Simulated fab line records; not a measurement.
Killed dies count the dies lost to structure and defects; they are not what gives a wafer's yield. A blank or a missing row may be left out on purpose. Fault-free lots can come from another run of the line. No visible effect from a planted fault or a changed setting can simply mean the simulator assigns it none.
Matching of chambers -- flow gf180mcu -- GF_POLY_GATE_ETCH_13 on rie-si-01: 4 sister chambers
The step etches poly-Si in HBr/Cl2, stops on SiO2, target depth 198.5 nm, time 69.6 s. 8 wafers are shown with their chamber, then 8 later ones without.

WAFERS WITH THEIR CHAMBER
wafer,chamber,oes-product-au (a.u.),mfc-cl2-sccm (sccm)
L966.1,2,0.980,50.12
L970.3,2,0.981,49.99
L977.1,3,0.994,49.71
L977.5,3,0.992,49.97
L981.2,0,0.981,50.03
L981.5,1,0.998,49.96
L981.6,0,0.995,49.93
L984.2,1,0.991,49.80

WAFERS MISSING THEIR CHAMBER
wafer,oes-product-au (a.u.),mfc-cl2-sccm (sccm)
L984.3,0.979,49.97
L984.4,0.992,49.85
L985.1,0.992,49.82
L985.2,0.982,49.93
L985.5,1.005,49.77
L986.4,0.978,49.77
L986.5,0.982,50.40
L986.6,0.986,49.89

CHAMBER TAKEN BY EACH
wafer,from the rows above,in truth
L984.3,can't be placed: 2 or 0 or 3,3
L984.4,can't be placed: 3 or 1 or 0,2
L985.1,can't be placed: 3 or 1 or 0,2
L985.2,can't be placed: 2 or 0 or 3 or 1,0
L985.5,can't be placed: 1 or 3 or 0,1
L986.4,can't be placed: 2 or 0 or 3 or 1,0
L986.5,can't be placed: 2 or 0 or 1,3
L986.6,can't be placed: 0 or 3 or 1 or 2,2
Correctly placed: 0 of 8. These rows do not allow placing 8 (true chamber among the candidates in 5). Number placed wrongly: 0.
How it was worked out, from the rows above alone: a wafer's distance from a chamber is the root of the sum, over the readings, of the square of ((its reading less the chamber's mean) divided by the reading's scatter). If the next closest chamber is less than 2 further off than the closest, the wafer can't be placed; otherwise it belongs to the closest. For every chamber, the mean is computed from those of its wafers that are shown. The scatter is the square root of a quotient: the sum, over the shown wafers, of each reading's squared deviation from its chamber's mean, divided by wafers minus chambers.
